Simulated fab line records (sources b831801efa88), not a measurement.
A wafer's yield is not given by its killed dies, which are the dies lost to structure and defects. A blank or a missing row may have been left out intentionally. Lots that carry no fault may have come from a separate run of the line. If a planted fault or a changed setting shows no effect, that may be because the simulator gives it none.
fab line records	flow sfqLine
record: lots: 7	wafers: 21	lastDay: 92
route steps=325 shown M3@129 I3@133
lots that met no fault: taken from a fault-free run of the same line
startH: hours from the record's opening day to when the first of the lot's shown wafers began	waitH: how many hours have passed since the lot's step before this one	" unchanged from the row above	L1.1+2: a row that stands for several wafers	- no value present, or no start provided	* or withheld: withheld	< > ~ a bound
route shown NAME@n: a module of which the file shows steps, and the number in the route of the first	usual: mean and standard deviation over wafers with no fault	same: alike in all rows	chamber/n: place in a boat	sites: readings site by site	_std_site: their standard deviation	_edge_site: inner sites' mean taken away from outer sites' mean	radiusMm: for every site, how far away it sits from the centre of the wafer	mask NAME#n: copy n	behind: the most recent tool/chamber to have shaped the wafer	hold: what put the lot on hold/how long, in hours/how the hold closed	device: names the non-switching transistor (n, p or np)	end of line: the route-end tests of the same wafers	where a step has no rows: the recipe by itself	killed: not the wafer's yield, but the dies lost to structure and defects at the first sort	map: a wafer's dies, marking killed ones x, the rest . and places with no die _
set.NAME: the setting as run; set.NAME@STEP: as run at that earlier step	model.NAME: the simulator's own value behind a step, which no gauge read
a table for each step, a row for each wafer; lots at some steps of the route
services: the hour from which a tool's chamber was out of use, counted from the record's first day as startH (under 0 if before that day), plus the number of hours and why
== steps ==
step: SFQ_TRILAYER_M3_BARC_OPEN_METAL_ETCH_100
recipe: maskMaterial: PR	chemistry: O2	targetDepthNm: 125	target: BARC	icpW: 600	biasW: 80	pressureMtorr: 10	timeS: 41.7
usual: drypumpMotorCurrentA: 5.4/0.39	oesProductAu: 0.686/0.0045
lot.wafer	tool	chamber	startH	waitH	drypumpMotorCurrentA	oesProductAu	rfHoursCounterH
L605.1	rieMetal-02	1	848.80	0.0	4.7	0.696	79
L605.2	"	0	"	"	5.7	0.685	73
L605.4	"	0	"	"	5.6	0.687	-
L608.1	rieMetal-01	0	868.59	0.0	5.9	0.683	1
L608.4	"	1	"	"	5.4	0.692	-
L608.6	"	0	"	"	5.9	0.684	-
L611.1	rieMetal-02	1	908.65	0.0	4.7	0.682	87
L611.3	"	1	"	"	4.7	0.678	-
L611.4	"	0	"	"	5.7	0.683	-
L613.2	rieMetal-02	0	920.77	0.0	5.7	0.695	83
L613.3	"	0	"	"	5.7	0.680	-
L613.5	"	1	"	"	4.7	0.690	-
L615.1	rieMetal-01	0	926.32	0.0	5.8	0.690	10
L615.2	"	1	"	"	5.4	0.686	32
L615.5	"	1	"	"	5.4	0.684	-
L618.1	rieMetal-02	1	944.27	0.0	4.7	0.690	93
L618.3	"	1	"	"	4.7	0.686	-
L618.5	"	1	"	"	4.7	0.694	-
L620.3	rieMetal-03	0	1003.32	0.0	5.3	0.693	-
L620.4	"	1	"	"	5.5	0.680	-
L620.5	"	1	"	"	5.5	0.681	-
step: SFQ_TRILAYER_M3_ETCH_METAL_ETCH_078
recipe: target: Nb	stopOn: SiO2	maskMaterial: PR	chemistry: Cl2/Ar	targetDepthNm: 240	icpW: 600	biasW: 80	pressureMtorr: 10	timeS: 120
step: SFQ_TRILAYER_M3_STRIP_STRIP_079
recipe: gas: O2	powerW: 200	platenTempC: 40	overashFraction: 0.65	chemistry: O2	pressureMtorr: 50
usual: drypumpMotorCurrentA: 5.4/0.38	oesProductAu: 0.999/0.014	platenTempC: 40.01/0.1
lot.wafer	tool	chamber	startH	waitH	drypumpMotorCurrentA	oesProductAu	platenTempC	rfHoursCounterH
L605.1	rieMetal-02	1	848.98	0.1	4.7	1.013	40.07	79
L605.2	"	0	"	"	5.7	0.993	39.87	73
L605.4	"	0	"	"	5.7	0.996	39.99	-
L608.1	rieMetal-01	0	868.77	0.1	5.8	0.997	39.91	1
L608.4	"	1	"	"	5.4	1.013	40.17	-
L608.6	"	0	"	"	5.8	0.985	39.92	-
L611.1	rieMetal-02	1	908.83	0.1	4.7	0.997	40.03	87
L611.3	"	1	"	"	4.7	1.001	39.95	-
L611.4	"	0	"	"	5.7	0.977	40.06	-
L613.2	rieMetal-02	0	920.96	0.1	5.7	0.974	40.08	84
L613.3	"	0	"	"	5.7	0.978	40.07	-
L613.5	"	1	"	"	4.7	1.009	39.90	-
L615.1	rieMetal-01	0	926.51	0.1	5.8	0.982	39.90	10
L615.2	"	1	"	"	5.4	1.005	40.02	32
L615.5	"	1	"	"	5.4	1.007	39.88	-
L618.1	rieMetal-02	1	944.46	0.1	4.7	1.010	40.00	93
L618.3	"	1	"	"	4.7	1.004	40.10	-
L618.5	"	1	"	"	4.7	1.014	40.08	-
L620.3	rieMetal-03	0	1003.68	0.2	5.2	1.000	39.99	-
L620.4	"	1	"	"	5.5	1.013	40.12	-
L620.5	"	1	"	"	5.5	1.016	40.07	-
step: SFQ_TRILAYER_M3_STRIP_SOLV_CLEAN_080
recipe: chemistry: NMP	tempC: 70	timeS: 600
step: SFQ_TRILAYER_I3_DEP_PECVD_081
recipe: material: SiO2	tempC: 150	timeS: 111.11	pressureTorr: 2.4	rfW: 183.3	precursor: SiH4/N2O	targetThkNm: 500
usual: heaterPowerW: 85/17	throttleValvePct: 26.2/1.7
lot.wafer	tool	chamber	startH	waitH	heaterPowerW	throttleValvePct
L605.1	pecvd-02	0	849.76	0.0	66	27.8
L605.2	"	1	"	"	77	29.2
L605.4	"	0	"	"	69	27.6
L608.1	pecvd-03	2	869.56	0.0	81	25.7
L608.4	"	2	"	"	88	25.5
L608.6	"	0	"	"	109	27.2
L611.1	pecvd-03	2	909.61	0.0	96	25.4
L611.3	"	0	"	"	111	27.4
L611.4	"	0	"	"	112	27.4
L613.2	pecvd-03	1	921.73	0.0	105	24.8
L613.3	"	2	"	"	91	25.9
L613.5	"	0	"	"	113	27.3
L615.1	pecvd-03	1	927.28	0.0	98	24.8
L615.2	"	2	"	"	89	25.7
L615.5	"	2	"	"	92	25.8
L618.1	pecvd-02	1	945.23	0.0	77	29.0
L618.3	"	0	"	"	63	27.6
L618.5	"	0	"	"	65	27.5
L620.3	pecvd-03	1	1004.26	0.0	105	22.2
L620.4	"	0	"	"	111	24.8
L620.5	"	1	"	"	109	22.5
step: SFQ_TRILAYER_I3_CMP_CMP_082
recipe: material: SiO2	downForcePsi: 3	platenRpm: 60	padVelocityMS: 0.94248
step: SFQ_I3_BOW_MEAS_922
recipe: mode: bow
usual: I3_BOW: 0/8.6
lot.wafer	tool	chamber	startH	waitH	I3_BOW[um]
L605.1	filmMetro-04	-	891.94	1.5	-13
L605.2	"	-	"	"	-5
L605.4	"	-	"	"	-7
L608.1	filmMetro-01	-	920.87	2.5	1
L608.4	"	-	"	"	-7
L608.6	"	-	"	"	6
L611.1	filmMetro-01	-	948.87	2.5	4
L611.3	"	-	"	"	15
L611.4	"	-	"	"	17
L613.2	filmMetro-01	-	955.48	1.5	3
L613.3	"	-	"	"	-12
L613.5	"	-	"	"	0
L615.1	filmMetro-01	-	961.46	1.0	-1
L615.2	"	-	"	"	11
L615.5	"	-	"	"	-5
L618.1	filmMetro-01	-	972.87	1.0	3
L618.3	"	-	"	"	-11
L618.5	"	-	"	"	-8
L620.3	filmMetro-04	-	1007.38	2.5	-2
L620.4	"	-	"	"	2
L620.5	"	-	"	"	2
step: SFQ_TRILAYER_I3_METRO_MEASURE_083
usual: thkNm: 200.0/0.96
lot.wafer	tool	chamber	startH	waitH	thkNm
L605.1	filmMetro-04	-	892.06	0.1	200.3
L605.2	"	-	"	"	199.1
L605.4	"	-	"	"	200.3
L608.1	filmMetro-01	-	920.99	0.1	199.1
L608.4	"	-	"	"	198.4
L608.6	"	-	"	"	197.9
L611.1	filmMetro-01	-	948.99	0.1	199.8
L611.3	"	-	"	"	199.0
L611.4	"	-	"	"	198.7
L613.2	filmMetro-01	-	955.78	0.3	199.5
L613.3	"	-	"	"	199.4
L613.5	"	-	"	"	199.7
L615.1	filmMetro-01	-	961.58	0.1	200.1
L615.2	"	-	"	"	200.2
L615.5	"	-	"	"	200.9
L618.1	filmMetro-01	-	972.99	0.1	199.5
L618.3	"	-	"	"	201.2
L618.5	"	-	"	"	201.4
L620.3	filmMetro-04	-	1007.86	0.5	198.9
L620.4	"	-	"	"	200.0
L620.5	"	-	"	"	199.7
step: SFQ_TRILAYER_I3_VIA_LITHO_COAT_090
recipe: resist: BARC	spinRpm: 3000	resistThkNm: 62
step: SFQ_TRILAYER_I3_VIA_LITHO_COAT_085
recipe: resist: KrF	spinRpm: 3000	resistThkNm: 650
step: SFQ_TRILAYER_I3_VIA_LITHO_SOFTBAKE_089
recipe: tempC: withheld	timeS: withheld	resist: KrF
step: SFQ_TRILAYER_I3_VIA_LITHO_EXPOSE_086
recipe: maskId: I3	na: 0.6	sourceShape: conventional	sigmaOuter: 0.65	targetCdNm: 500	doseMj: 21.3
step: SFQ_TRILAYER_I3_VIA_LITHO_PEB_088
recipe: pebTempC: 115	pebTimeS: 60	resist: KrF
lot.wafer	tool	chamber	startH	waitH
L605.1+2+4	lithoTrack-04	0	1026.34	1.0
L608.1+4+6	lithoTrack-03	0	1057.66	1.0
L611.1+3+4	lithoTrack-03	0	1095.11	1.0
L613.2+3+5	lithoTrack-03	0	1108.59	0.8
L615.1+2+5	lithoTrack-04	0	1114.56	1.0
L618.1+3+5	lithoTrack-03	0	1127.76	1.0
L620.3+4+5	lithoTrack-04	0	1153.01	0.7
step: SFQ_TRILAYER_I3_VIA_LITHO_DEVELOP_087
recipe: timeS: 60	resist: KrF
step: SFQ_I3_OVL_MEAS_923
usual: I3_OVL: -3/5.4
lot.wafer	tool	chamber	startH	waitH	I3_OVL[nm]
L605.1	overlay-01	-	1026.64	0.1	-7
L605.2	"	-	"	"	-7
L605.4	"	-	"	"	-6
L608.1	overlay-02	-	1057.96	0.1	0
L608.4	"	-	"	"	-3
L608.6	"	-	"	"	2
L611.1	overlay-02	-	1095.41	0.1	-6
L611.3	"	-	"	"	-9
L611.4	"	-	"	"	-10
L613.2	overlay-01	-	1108.87	0.1	0
L613.3	"	-	"	"	0
L613.5	"	-	"	"	-1
L615.1	overlay-02	-	1114.86	0.1	7
L615.2	"	-	"	"	4
L615.5	"	-	"	"	0
L618.1	overlay-02	-	1128.06	0.1	-2
L618.3	"	-	"	"	-2
L618.5	"	-	"	"	-2
L620.3	overlay-01	-	1153.27	0.1	-5
L620.4	"	-	"	"	-8
L620.5	"	-	"	"	-8
step: SFQ_TRILAYER_I3_VIA_BARC_OPEN_VIA_ETCH_121
recipe: maskMaterial: PR	chemistry: O2	targetDepthNm: 125	target: BARC	sourceW: 500	biasW: 80	pressureMtorr: 30	timeS: 41.7
usual: drypumpMotorCurrentA: 5.9/0.55	oesProductAu: 0.685/0.0045
lot.wafer	tool	chamber	startH	waitH	drypumpMotorCurrentA	oesProductAu	rfHoursCounterH	model.I3.cdNm
L605.1	rieDiel-04	3	1026.67	0.0	5.8	0.689	2	499.2
L605.2	"	1	"	"	6.4	0.683	8	499
L605.4	"	0	"	"	5.2	0.682	-	501.8
L608.1	rieDiel-03	0	1058.00	0.0	6.3	0.693	0	501.1
L608.4	"	2	"	"	5.8	0.690	17	500.7
L608.6	"	3	"	"	6.7	0.685	-	500.7
L611.1	rieDiel-04	1	1095.45	0.0	6.4	0.686	9	534.4
L611.3	"	0	"	"	5.2	0.686	20	532.7
L611.4	"	1	"	"	6.4	0.690	-	534.4
L613.2	rieDiel-02	3	1108.90	0.0	5.6	0.690	13	531
L613.3	"	0	"	"	5.0	0.690	13	531.8
L613.5	"	0	"	"	5.0	0.680	-	531.3
L615.1	rieDiel-03	0	1114.90	0.0	6.3	0.690	1	498.7
L615.2	"	1	"	"	5.7	0.684	13	497.5
L615.5	"	1	"	"	5.7	0.687	-	499.7
L618.1	rieDiel-02	0	1128.10	0.0	5.0	0.691	13	532.5
L618.3	"	2	"	"	6.7	0.687	9	534
L618.5	"	1	"	"	5.8	0.685	-	531.5
L620.3	rieDiel-02	3	1153.30	0.0	5.6	0.688	13	500.3
L620.4	"	1	"	"	5.8	0.682	0	499.8
L620.5	"	3	"	"	5.6	0.691	-	501.7
step: SFQ_TRILAYER_I3_VIA_ETCH_VIA_ETCH_088
recipe: target: SiO2	stopOn: Nb	maskMaterial: PR	taperDeg: 20	chemistry: CHF3	targetDepthNm: 260	sourceW: 500	biasW: 80	pressureMtorr: 30	timeS: withheld
usual: drypumpMotorCurrentA: 5.9/0.55	oesProductAu: 0.854/0.005
lot.wafer	tool	chamber	startH	waitH	drypumpMotorCurrentA	oesProductAu	model.I3.cdNm
L605.1	rieDiel-04	3	1026.71	0.0	5.8	0.856	501.1
L605.2	"	1	"	"	6.4	0.855	500
L605.4	"	0	"	"	5.1	0.851	503.9
L608.1	rieDiel-03	0	1058.04	0.0	6.4	0.854	500.4
L608.4	"	2	"	"	5.8	0.847	500.4
L608.6	"	3	"	"	6.7	0.855	503.5
L611.1	rieDiel-04	1	1095.49	0.0	6.4	0.859	533.6
L611.3	"	0	"	"	5.2	0.855	533.3
L611.4	"	1	"	"	6.4	0.851	535
L613.2	rieDiel-02	3	1108.94	0.0	5.5	0.847	529
L613.3	"	0	"	"	5.0	0.851	532
L613.5	"	0	"	"	5.0	0.852	531.7
L615.1	rieDiel-03	0	1114.94	0.0	6.4	0.856	495.9
L615.2	"	1	"	"	5.7	0.853	495.6
L615.5	"	1	"	"	5.7	0.864	497.5
L618.1	rieDiel-02	0	1128.14	0.0	5.0	0.857	531.6
L618.3	"	2	"	"	6.7	0.861	531.9
L618.5	"	1	"	"	5.7	0.855	531.1
L620.3	rieDiel-02	3	1153.34	0.0	5.6	0.847	498.1
L620.4	"	1	"	"	5.8	0.845	501.9
L620.5	"	3	"	"	5.6	0.857	500.5
step: SFQ_TRILAYER_I3_VIA_STRIP_STRIP_089
recipe: gas: O2	powerW: 200	platenTempC: 40	overashFraction: 0.65	chemistry: O2	pressureMtorr: 50
usual: drypumpMotorCurrentA: 5.23/0.28	oesProductAu: 1.000/0.012	platenTempC: 40.02/0.1
lot.wafer	tool	chamber	startH	waitH	drypumpMotorCurrentA	oesProductAu	platenTempC	rfHoursCounterH
L605.1	rieMetal-03	0	1026.83	-	5.25	0.997	39.99	90
L605.2	"	1	"	"	5.54	1.027	39.94	83
L605.4	"	0	"	"	5.24	0.994	40.06	-
L608.1	rieMetal-02	1	1058.15	-	4.73	1.008	40.16	106
L608.4	"	1	"	"	4.72	1.007	40.10	-
L608.6	"	0	"	"	5.65	0.985	40.31	-
L611.1	rieMetal-04	1	1095.60	-	5.33	0.998	40.14	105
L611.3	"	0	"	"	5.06	1.002	39.92	-
L611.4	"	1	"	"	5.29	0.986	40.01	-
L613.2	rieMetal-02	0	1109.05	-	5.67	0.987	39.92	107
L613.3	"	0	"	"	5.67	0.985	40.04	-
L613.5	"	0	"	"	5.65	0.998	39.95	-
L615.1	rieMetal-04	0	1115.05	-	5.05	1.000	39.89	7
L615.2	"	1	"	"	5.31	0.985	39.87	107
L615.5	"	0	"	"	5.06	0.992	39.97	-
L618.1	rieMetal-04	1	1128.25	-	5.31	0.994	40.01	109
L618.3	"	0	"	"	5.05	1.005	39.95	-
L618.5	"	1	"	"	5.33	0.991	40.18	-
L620.3	rieMetal-04	1	1153.65	-	5.30	0.987	39.98	-
L620.4	"	0	"	"	5.05	1.013	39.76	-
L620.5	"	0	"	"	5.06	1.004	39.93	-
== services ==
tool	chamber	startH	hours	kind
rieDiel-03	3	830.25	6.4	repair
rieDiel-03	2	835.72	6.5	repair
rieDiel-04	1	861.68	7.4	repair
rieDiel-02	2	872.78	13.6	repair
pecvd-03	-	874.89	0.3	repair
filmMetro-01	-	875.26	1.8	pm
filmMetro-01	-	886.94	1.0	pm
filmMetro-01	-	890.50	0.3	pm
filmMetro-01	-	910.25	0.9	pm
pecvd-03	-	914.76	2.1	repair
rieMetal-02	-	917.96	2.8	pm
pecvd-03	-	933.25	14.0	pm
rieMetal-02	-	956.39	0.5	repair
filmMetro-01	-	987.86	3.5	repair
filmMetro-01	-	1004.25	0.4	pm
rieDiel-02	2	1015.30	6.9	repair
rieMetal-02	-	1034.25	0.5	repair
rieDiel-02	0	1083.68	3.8	repair
pecvd-03	-	1088.15	0.8	repair
rieDiel-02	1	1106.37	3.3	repair
rieMetal-02	-	1111.40	1.2	repair
filmMetro-01	-	1131.94	0.8	pm
filmMetro-01	-	1135.50	0.4	pm
rieDiel-02	-	1148.52	2.8	pm
== key ==
firstSign none at tools or gauges
modelEffect: step: SFQ_TRILAYER_I3_VIA_BARC_OPEN_VIA_ETCH_121	value: I3.cdNm	without: 500.9	struck: 532.6
modelEffect: step: SFQ_TRILAYER_I3_VIA_ETCH_VIA_ETCH_088	value: I3.cdNm	without: 500.4	struck: 532.1
metAt SFQ_TRILAYER_I3_VIA_LITHO_PEB_088
struckWafers L611.1,L611.3,L611.4,L613.2,L613.3,L613.5,L618.1,L618.3,L618.5
onsetBetween 1057.66 1095.11
alsoFits SFQ_TRILAYER_M3_BARC_OPEN_METAL_ETCH_100:rieMetal-02,SFQ_TRILAYER_M3_STRIP_STRIP_079:rieMetal-02
fault: kind: processParameterDrift	tool: lithoTrack-03	chamber: -	onsetH: 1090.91	steps: SFQ_TRILAYER_I3_VIA_LITHO_PEB_088	channel: pebTimeS	offset: *	shape: step	endH: 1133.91	actsIn: *	stated: *
